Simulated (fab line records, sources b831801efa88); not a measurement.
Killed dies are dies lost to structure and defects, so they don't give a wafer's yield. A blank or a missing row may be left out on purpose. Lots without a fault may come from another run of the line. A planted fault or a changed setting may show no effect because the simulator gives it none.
fab line records | flow gf180mcu
record lots=13 wafers=39 last_day=34
route steps=602 shown VT_IMPLANT@109 V1@352 M2@366
lots that met no fault: from a run of the same line without faults
start_h: hours from the record's first day to the start of the lot's first wafer shown | wait_h: hours since the lot's step before | " the same as in the row above | L1.1+2: a row that stands for several wafers | - no value, or no start given | * or withheld: withheld | < > ~ a bound
route shown NAME@n: a module of which the file shows steps, and the number in the route of the first | usual: mean/standard deviation of fault-free wafers | same: alike in all rows | chamber/n: place in a boat | sites: the reading at each site | _std_site: their standard deviation | _edge_site: outer sites' mean less inner sites' | radius_mm: how far each site lies from the wafer's centre | mask NAME#n: copy n | behind: the tool/chamber that last shaped the wafer | hold: why the lot was held/for how many hours/how that ended | device: the transistor (n, p or np) that didn't switch | end of line: the same wafers' tests at the end of the route | a step without rows: its recipe alone | killed: dies lost to structure and defects at the first sort, not the wafer's yield | map: a wafer's dies, x killed, . not, _ none there
set.NAME: the setting as run; set.NAME@STEP: as run at that earlier step | model.NAME: the simulator's own value behind a step, which no gauge read
steps of the route over a sample of lots; a table a step, a row a wafer
services: from which hour (start_h, from the record's first day; less than 0 if before it) a tool's chamber was out of use, for how many hours, and why
## steps
# step GF_VT_IMPLANT_IMPLANT_19
# recipe species=As energy_kev=100 dose_cm2=4.35e+12 tilt_deg=7
# usual dose_ions_cm2=4.35e+12/4.9e+09 implant_ion_amu=75/0
# columns lot.wafer tool chamber start_h wait_h dose_ions_cm2 implant_ion_amu
L181.1 implanter-01 0 126.09 0.0 4.35e+12 75
L181.2 " 0 " " 4.355e+12 75
L181.3 " 0 " " 4.349e+12 75
L182.2 implanter-01 0 131.01 0.0 4.349e+12 75
L182.3 " 0 " " 4.346e+12 75
L182.5 " 0 " " 4.345e+12 75
L184.2 implanter-01 0 144.51 0.0 4.348e+12 75
L184.3 " 0 " " 4.355e+12 75
L184.6 " 0 " " 4.354e+12 75
L186.3 implanter-03 0 155.04 0.1 4.353e+12 75
L186.4 " 0 " " 4.35e+12 75
L186.6 " 0 " " 4.345e+12 75
L189.1 implanter-01 0 173.34 0.0 4.354e+12 75
L189.4 " 0 " " 4.36e+12 75
L189.6 " 0 " " 4.361e+12 75
L191.1 implanter-01 0 188.59 0.0 4.341e+12 75
L191.3 " 0 " " 4.349e+12 75
L191.4 " 0 " " 4.348e+12 75
L193.1 implanter-03 0 195.99 0.0 4.353e+12 75
L193.3 " 0 " " 4.354e+12 75
L193.6 " 0 " " 4.353e+12 75
L195.2 implanter-01 0 214.41 0.0 4.343e+12 75
L195.4 " 0 " " 4.347e+12 75
L195.5 " 0 " " 4.347e+12 75
L196.1 implanter-01 0 219.84 0.0 4.353e+12 75
L196.3 " 0 " " 4.354e+12 75
L196.6 " 0 " " 4.348e+12 75
L200.2 implanter-03 0 245.71 0.0 4.349e+12 75
L200.4 " 0 " " 4.35e+12 75
L200.5 " 0 " " 4.348e+12 75
L202.1 implanter-01 0 260.09 0.0 4.353e+12 31
L202.3 " 0 " " 4.346e+12 31
L202.6 " 0 " " 4.353e+12 31
L203.1 implanter-01 0 264.34 0.0 4.35e+12 31
L203.4 " 0 " " 4.343e+12 31
L203.6 " 0 " " 4.337e+12 31
L204.4 implanter-01 0 270.11 0.1 4.347e+12 31
L204.5 " 0 " " 4.353e+12 31
L204.6 " 0 " " 4.355e+12 31
# step GF_VT_IMPLANT_TW_MEAS_21
# usual VT_IMPLANT_2_TW=1219/9
# columns lot.wafer tool chamber start_h wait_h VT_IMPLANT_2_TW
L181.1 film_metro-02 - 126.34 0.1 1228
L181.2 " - " " 1228
L181.3 " - " " 1230
L182.2 film_metro-03 - 131.25 0.1 1216
L182.3 " - " " 1221
L182.5 " - " " 1210
L184.2 film_metro-02 - 144.75 0.1 1228
L184.3 " - " " 1229
L184.6 " - " " 1235
L186.3 film_metro-03 - 155.26 0.1 1213
L186.4 " - " " 1213
L186.6 " - " " 1210
L189.1 film_metro-02 - 173.59 0.1 1225
L189.4 " - " " 1222
L189.6 " - " " 1226
L191.1 film_metro-02 - 188.84 0.1 1232
L191.3 " - " " 1225
L191.4 " - " " 1224
L193.1 film_metro-01 - 196.24 0.1 1215
L193.3 " - " " 1218
L193.6 " - " " 1212
L195.2 film_metro-02 - 214.65 0.1 1223
L195.4 " - " " 1227
L195.5 " - " " 1227
L196.1 film_metro-02 - 220.09 0.1 1227
L196.3 " - " " 1229
L196.6 " - " " 1226
L200.2 film_metro-01 - 245.95 0.1 1208
L200.4 " - " " 1207
L200.5 " - " " 1209
L202.1 film_metro-02 - 260.34 0.1 885
L202.3 " - " " 887
L202.6 " - " " 888
L203.1 film_metro-02 - 264.59 0.1 886
L203.4 " - " " 885
L203.6 " - " " 886
L204.4 film_metro-01 - 270.32 0.1 871
L204.5 " - " " 866
L204.6 " - " " 868
# step GF_V1_ETCH_17
# recipe chemistry=C4F8/O2/Ar mask_material=KrF target=SiO2 stop_on=TiN source_w=1500 bias_w=1200 pressure_mtorr=40 c4f8_flow_sccm=withheld O2_flow_sccm=6 Ar_flow_sccm=300 time_s=withheld target_depth_a=6300
# usual oes_product_au=0.856/0.0048 rf_fwd_power_W=1494/5.7
# columns lot.wafer tool chamber start_h wait_h oes_product_au rf_fwd_power_W
L181.1 rie_diel-03 2 - - 0.851 1497
L181.2 " 1 " " 0.859 1491
L181.3 " 0 " " 0.853 1493
L182.2 rie_diel-03 3 - - 0.861 1494
L182.3 " 1 " " 0.861 1489
L182.5 " 2 " " 0.856 1489
L184.2 rie_diel-01 0 - - 0.853 1482
L184.3 " 3 " " 0.856 1493
L184.6 " 0 " " 0.856 1488
L186.3 rie_diel-03 2 - - 0.855 1492
L186.4 " 3 " " 0.861 1492
L186.6 " 1 " " 0.850 1495
L189.1 rie_diel-01 1 - - 0.857 1494
L189.4 " 2 " " 0.861 1495
L189.6 " 3 " " 0.856 1491
L191.1 rie_diel-03 0 - - 0.865 1485
L191.3 " 2 " " 0.853 1498
L191.4 " 1 " " 0.850 1492
L193.1 rie_diel-03 0 - - 0.848 1491
L193.3 " 2 " " 0.854 1497
L193.6 " 3 " " 0.860 1505
L195.2 rie_diel-02 1 - - 0.858 1505
L195.4 " 3 " " 0.862 1485
L195.5 " 0 " " 0.856 1500
L196.1 rie_diel-02 1 - - 0.850 1490
L196.3 " 3 " " 0.857 1495
L196.6 " 0 " " 0.854 1498
L200.2 rie_diel-01 2 - - 0.854 1492
L200.4 " 1 " " 0.862 1496
L200.5 " 2 " " 0.861 1497
L202.1 rie_diel-01 3 - - 0.866 1495
L202.3 " 2 " " 0.859 1501
L202.6 " 1 " " 0.851 1493
L203.1 rie_diel-02 0 - - 0.854 1499
L203.4 " 2 " " 0.857 1492
L203.6 " 1 " " 0.853 1491
L204.4 rie_diel-01 2 - - 0.857 1499
L204.5 " 0 " " 0.862 1487
L204.6 " 3 " " 0.863 1495
# step GF_V1_THK_MEAS_25
# recipe thk_meas_gauge=xrf reads=W_of_V1_CVD_23
# usual V1_W_THK=351/6.3
# columns lot.wafer tool chamber start_h wait_h V1_W_THK[nm]
L181.1 film_metro-01 - 409.46 0.1 354
L181.2 " - " " 355
L181.3 " - " " 351
L182.2 film_metro-01 - 417.06 0.1 357
L182.3 " - " " 353
L182.5 " - " " 356
L184.2 film_metro-01 - 438.86 0.1 355
L184.3 " - " " 353
L184.6 " - " " 359
L186.3 film_metro-01 - 452.47 0.1 353
L186.4 " - " " 350
L186.6 " - " " 354
L189.1 film_metro-01 - 480.95 0.1 352
L189.4 " - " " 345
L189.6 " - " " 351
L191.1 film_metro-04 - 499.60 0.1 338
L191.3 " - " " 345
L191.4 " - " " 342
L193.1 film_metro-01 - 512.35 0.1 349
L193.3 " - " " 350
L193.6 " - " " 348
L195.2 film_metro-03 - 536.76 0.1 360
L195.4 " - " " 359
L195.5 " - " " 364
L196.1 film_metro-04 - 543.70 0.1 346
L196.3 " - " " 344
L196.6 " - " " 341
L200.2 film_metro-01 - 576.01 0.1 348
L200.4 " - " " 350
L200.5 " - " " 351
L202.1 film_metro-01 - 593.40 0.1 356
L202.3 " - " " 358
L202.6 " - " " 352
L203.1 film_metro-01 - 597.93 0.1 350
L203.4 " - " " 351
L203.6 " - " " 351
L204.4 film_metro-01 - 602.13 0.1 347
L204.5 " - " " 352
L204.6 " - " " 348
# step GF_M2_SPUTTER_04
# recipe material=TiN target_thk_nm=50 power_w=6500 time_s=41.7 chamber_pressure_pa=0.4
# usual throttle_valve_pct=30.1/1.2
# same time_s=41.7
# columns lot.wafer tool chamber start_h wait_h throttle_valve_pct
L181.1 pvd_sputter-03 - 410.00 0.0 29.1
L181.2 " - " " 29.1
L181.3 " - " " 30.5
L182.2 pvd_sputter-01 - 417.59 0.0 29.3
L182.3 " - " " 31.2
L182.5 " - " " 31.4
L184.2 pvd_sputter-03 - 439.39 0.0 29.2
L184.3 " - " " 30.7
L184.6 " - " " 29.3
L186.3 pvd_sputter-01 - 452.99 0.0 31.7
L186.4 " - " " 29.5
L186.6 " - " " 31.3
L189.1 pvd_sputter-01 - 481.49 0.0 30.9
L189.4 " - " " 29.3
L189.6 " - " " 29.3
L191.1 pvd_sputter-03 - 500.14 0.0 29.2
L191.3 " - " " 29.1
L191.4 " - " " 32.3
L193.1 pvd_sputter-01 - 512.89 0.0 29.3
L193.3 " - " " 30.9
L193.6 " - " " 31.0
L195.2 pvd_sputter-01 - 537.29 0.0 29.5
L195.4 " - " " 31.1
L195.5 " - " " 31.3
L196.1 pvd_sputter-01 - 544.24 0.0 31.4
L196.3 " - " " 31.4
L196.6 " - " " 29.7
L200.2 pvd_sputter-03 - 576.72 0.0 32.4
L200.4 " - " " 29.1
L200.5 " - " " 29.2
L202.1 pvd_sputter-01 - 593.94 0.0 29.5
L202.3 " - " " 31.7
L202.6 " - " " 31.5
L203.1 pvd_sputter-03 - 598.65 0.0 32.5
L203.4 " - " " 29.2
L203.6 " - " " 32.5
L204.4 pvd_sputter-01 - 602.64 0.0 29.3
L204.5 " - " " 29.4
L204.6 " - " " 30.8
## services
# columns tool chamber start_h hours kind
implanter-01 - 136.74 0.6 repair
implanter-01 - 138.30 3.3 pm
rie_diel-01 1 146.00 23.4 repair
implanter-01 - 153.99 2.8 repair
pvd_sputter-01 - 156.87 0.5 repair
rie_diel-01 - 174.53 0.2 repair
rie_diel-01 1 238.46 1.7 repair
rie_diel-01 2 255.48 6.4 repair
implanter-01 - 270.30 26.1 repair
implanter-01 - 296.45 28.9 pm
pvd_sputter-03 - 318.09 40.3 repair
rie_diel-03 0 370.32 4.8 repair
rie_diel-01 0 373.12 4.2 repair
rie_diel-01 1 381.27 3.3 repair
rie_diel-03 - 397.13 2.8 pm
rie_diel-01 2 412.90 9.5 repair
rie_diel-01 0 421.18 3.4 repair
rie_diel-01 - 422.62 2.8 pm
rie_diel-03 0 423.73 8.8 repair
pvd_sputter-01 - 445.57 2.4 repair
rie_diel-01 1 458.00 4.1 repair
implanter-01 - 470.75 1.9 repair
pvd_sputter-03 - 473.31 2.2 repair
implanter-01 - 510.32 2.2 repair
## key
first_sign step=GF_VT_IMPLANT_IMPLANT_19 reading=implant_ion_amu direction=down sigmas=99+ usual=75 struck=31
effect step=GF_VT_IMPLANT_TW_MEAS_21 reading=VT_IMPLANT_2_TW direction=down sigmas=38 usual=1219 struck=880
met_at GF_VT_IMPLANT_IMPLANT_19
struck_lots L202,L203,L204
tester_left_out L202,L203,L204
not_acting_at GF_V1_ETCH_17,GF_V1_THK_MEAS_25,GF_M2_SPUTTER_04
onset_between 219.84 260.09
fault kind=wrong_recipe_download tool=implanter-01,implanter-02,implanter-03 chamber=- onset_h=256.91 steps=GF_VT_IMPLANT_IMPLANT_19 wrong_recipe.not_listed=1
# tester_left_out: of these lots the tester's yield and bins aren't shown, on N5 and GAA mostly nor the transistor test; their killed dies are dies lost to structure and defects alone, not to doping, threshold or leakage, so they don't give the yield
